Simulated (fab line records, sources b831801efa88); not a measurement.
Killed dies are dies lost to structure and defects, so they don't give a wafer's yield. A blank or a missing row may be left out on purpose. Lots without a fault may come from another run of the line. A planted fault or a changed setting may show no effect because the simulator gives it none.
Which tool did it? | flow gf180mcu | 13 lots, 39 wafers sampled, at 5 steps of a route of 602

WHAT THE GAUGES READ, wafer by wafer
GF_STI_THK_MEAS_02. Usual: STI_OXIDATION_THK 9.96 nm, standard deviation 0.24.
lot  | measured    | on            | STI_OXIDATION_THK (nm) | flag
L583 | day 1 16:43 | film_metro-03 | 9.71 9.66 10.01        |
L582 | day 1 16:43 | film_metro-02 | 9.88 10.02 9.93        |
L590 | day 3 03:31 | film_metro-02 | 9.92 9.76 9.83         |
L591 | day 3 09:47 | film_metro-04 | 9.83 9.94 9.93         |
L593 | day 3 19:29 | film_metro-02 | 10.10 10.15 10.08      |
L594 | day 4 03:42 | film_metro-02 | 10.00 9.98 10.18       |
L597 | day 4 14:46 | film_metro-03 | 10.35 10.44 10.55      |
L598 | day 4 19:35 | film_metro-04 | 10.12 10.08 10.09      |
L599 | day 5 00:31 | film_metro-02 | 10.11 9.97 10.14       |
L600 | day 5 05:42 | film_metro-02 | 10.15 9.98 10.11       |
L603 | day 5 20:37 | film_metro-04 | 9.79 9.74 9.76         |
L604 | day 6 04:01 | film_metro-03 | 9.86 10.12 9.82        |
L605 | day 6 10:58 | film_metro-02 | 9.84 9.87 9.69         |

GF_STI_THK_MEAS_04. Usual: STI_CVD_03_THK 207.3 nm, standard deviation 2.
lot  | measured    | on            | STI_CVD_03_THK (nm)                 | flag
L583 | day 1 18:45 | film_metro-04 | 203.8 204.2 204.9                   |
L582 | day 1 18:46 | film_metro-02 | 206.4 205.3 207.0                   |
L590 | day 3 05:34 | film_metro-04 | 209.5 209.8 207.9                   |
L591 | day 3 11:49 | film_metro-02 | 205.6 205.3 204.1                   |
L593 | day 4 00:11 | film_metro-04 | 418.7 417.5 419.0 419.2 417.2 418.7 | OFF
L594 | day 4 07:54 | film_metro-02 | 413.1 417.1 415.6 412.9 416.9 415.6 | OFF
L597 | day 4 16:49 | film_metro-03 | 208.5 206.7 209.0                   |
L598 | day 4 21:38 | film_metro-02 | 206.9 206.7 205.8                   |
L599 | day 5 02:34 | film_metro-03 | 205.8 205.6 207.2                   |
L600 | day 5 07:45 | film_metro-04 | 204.1 204.6 203.0                   |
L603 | day 5 22:40 | film_metro-02 | 204.5 205.4 204.3                   |
L604 | day 6 06:04 | film_metro-03 | 208.1 208.9 208.5                   |
L605 | day 6 13:01 | film_metro-04 | 207.3 205.4 204.7                   |

GF_LVPWELL_OVL_MEAS_07. Usual: LVPWELL_OVL 0.2 nm, standard deviation 1.4.
lot  | measured    | on         | LVPWELL_OVL (nm) | flag
L583 | day 4 02:28 | overlay-02 | -1.5 0.4 2.1     |
L582 | day 4 00:58 | overlay-01 | 2.7 0.3 -0.3     |
L590 | day 5 17:30 | overlay-01 | 0.1 0.4 -1.4     |
L591 | day 6 06:37 | overlay-01 | -0.8 -0.1 0.9    |
L597 | day 7 08:01 | overlay-02 | -1.0 0.3 -1.6    |
L598 | day 7 13:10 | overlay-02 | -3.7 -1.6 -1.4   |
L599 | day 7 17:30 | overlay-02 | 0.3 2.7 0.0      |
L600 | day 8 02:46 | overlay-01 | 2.4 1.0 1.7      |
L603 | day 9 02:58 | overlay-02 | 0.0 1.8 0.2      |
L604 | day 9 04:02 | overlay-02 | 2.1 2.5 -0.5     |
L605 | day 9 18:22 | overlay-02 | -2.3 -1.4 -1.1   |

WHICH TOOL RAN EACH LOT (tool, then ch and the chambers of the sampled wafers, then the start)
lot  | GF_STI_CVD_03              | GF_STI_CMP_25
L583 | lpcvd-01 ch 1, day 1 16:46 | cmp-01 ch 1,2,3, day 2 08:55
L582 | lpcvd-01 ch 1, day 1 16:46 | cmp-01 ch 0,3, day 2 08:31
L590 | lpcvd-02 ch 0, day 3 03:34 | cmp-01 ch 0,2,3, day 3 20:50
L591 | lpcvd-02 ch 0, day 3 09:50 | cmp-02 ch 0,1,3, day 4 06:34
L593 | lpcvd-02 ch 0, day 3 20:01 | -
L594 | lpcvd-01 ch 0, day 4 03:46 | -
L597 | lpcvd-01 ch 1, day 4 14:49 | cmp-02 ch 0,1, day 5 09:38
L598 | lpcvd-02 ch 1, day 4 19:38 | cmp-01 ch 2,3, day 5 13:31
L599 | lpcvd-02 ch 1, day 5 00:34 | cmp-02 ch 1,3, day 5 18:32
L600 | lpcvd-01 ch 1, day 5 05:44 | cmp-02 ch 0,3, day 6 00:03
L603 | lpcvd-02 ch 0, day 5 20:40 | cmp-01 ch 0,2,3, day 6 20:33
L604 | lpcvd-02 ch 0, day 6 04:04 | cmp-02 ch 1,2, day 7 01:52
L605 | lpcvd-01 ch 1, day 6 11:02 | cmp-02 ch 1,2,3, day 7 10:08
- GF_STI_CVD_03: deposits Si3N4 from DCS/NH3, target thk 207.16 nm, time 3551 s.
- GF_STI_CMP_25: polishes, stops on Si3N4, t overpolish 33 s, target thk 524.6 nm.

WHAT THE TOOLS THEMSELVES READ (means of the sampled wafers that have a number; where no wafer has one, the mark that the record gives instead)
GF_STI_CVD_03. Usual: spike_tc_bottom_C 787.0 C, standard deviation 2.9.
lot  | tool     | spike_tc_bottom_C (C) | flag
L583 | lpcvd-01 | 791.5                 |
L582 | lpcvd-01 | 791.3                 |
L590 | lpcvd-02 | 783.7                 |
L591 | lpcvd-02 | 783.4                 |
L593 | lpcvd-02 | 784.4                 |
L594 | lpcvd-01 | 786.3                 |
L597 | lpcvd-01 | 790.0                 |
L598 | lpcvd-02 | 786.9                 |
L599 | lpcvd-02 | 787.2                 |
L600 | lpcvd-01 | 790.1                 |
L603 | lpcvd-02 | 784.8                 |
L604 | lpcvd-02 | 784.0                 |
L605 | lpcvd-01 | 791.1                 |

GF_STI_CMP_25. Usual: edge_zone_pressure_frac 0.999, standard deviation 0.0048; motor_current_A 12.1 A, standard deviation 1.2; overpolish_run_s 33.001 s, standard deviation 0.0084; platen_rpm 60.00 rpm, standard deviation 0.042; slurry_flow_ml_min 149.9, standard deviation 0.45; time_to_endpoint_s 121 s, standard deviation 5.6.
lot  | tool   | edge_zone_pressure_frac | motor_current_A (A) | overpolish_run_s (s) | platen_rpm (rpm) | slurry_flow_ml_min | time_to_endpoint_s (s) | flag
L583 | cmp-01 | 1.001                   | 12.1                | 33.001               | 60.00            | 150.1              | 128                    |
L582 | cmp-01 | 0.997                   | 10.9                | 33.003               | 59.97            | 150.5              | 123                    |
L590 | cmp-01 | 0.994                   | 11.4                | 33.001               | 60.02            | 149.8              | 125                    |
L591 | cmp-02 | 1.001                   | 12.4                | 33.004               | 59.96            | 149.7              | 121                    |
L597 | cmp-02 | 0.999                   | 12.3                | 33.001               | 60.02            | 149.8              | 121                    |
L598 | cmp-01 | 0.995                   | 12.2                | 33.002               | 59.98            | 149.6              | 119                    |
L599 | cmp-02 | 1.000                   | 11.6                | 33.007               | 60.04            | 149.5              | 122                    |
L600 | cmp-02 | 1.002                   | 12.3                | 32.997               | 60.00            | 149.6              | 118                    |
L603 | cmp-01 | 0.999                   | 11.1                | 33.007               | 60.03            | 150.0              | 122                    |
L604 | cmp-02 | 0.995                   | 11.9                | 33.006               | 60.00            | 149.4              | 122                    |
L605 | cmp-02 | 0.999                   | 12.5                | 33.003               | 59.96            | 149.8              | 120                    |

THE ANSWER, worked out from the rows above alone
Rule: a lot is off if the mean of its wafers that have a number lies more than 3 standard deviations from the usual mean. A lot without any number at a reading at which 4 lots or more have one is off too. The other lots that the step has rows for count as sound. The gauges are gone through in route order, then the tools' own readings, and for those a lot's mean is taken as printed above. The first step at which some lot is off is used, and at that step the reading that is off furthest; a lot without a number counts as furthest.
Off: L593, L594, at GF_STI_THK_MEAS_04 (STI_CVD_03_THK).
A tool fits if, at a process step before that reading, it ran every lot that is off, and no sound lot after the first of them. The gauges at GF_STI_THK_MEAS_04 are tried like those tools. None of those tried fits.

WHAT THE SIMULATOR HAD PUT IN
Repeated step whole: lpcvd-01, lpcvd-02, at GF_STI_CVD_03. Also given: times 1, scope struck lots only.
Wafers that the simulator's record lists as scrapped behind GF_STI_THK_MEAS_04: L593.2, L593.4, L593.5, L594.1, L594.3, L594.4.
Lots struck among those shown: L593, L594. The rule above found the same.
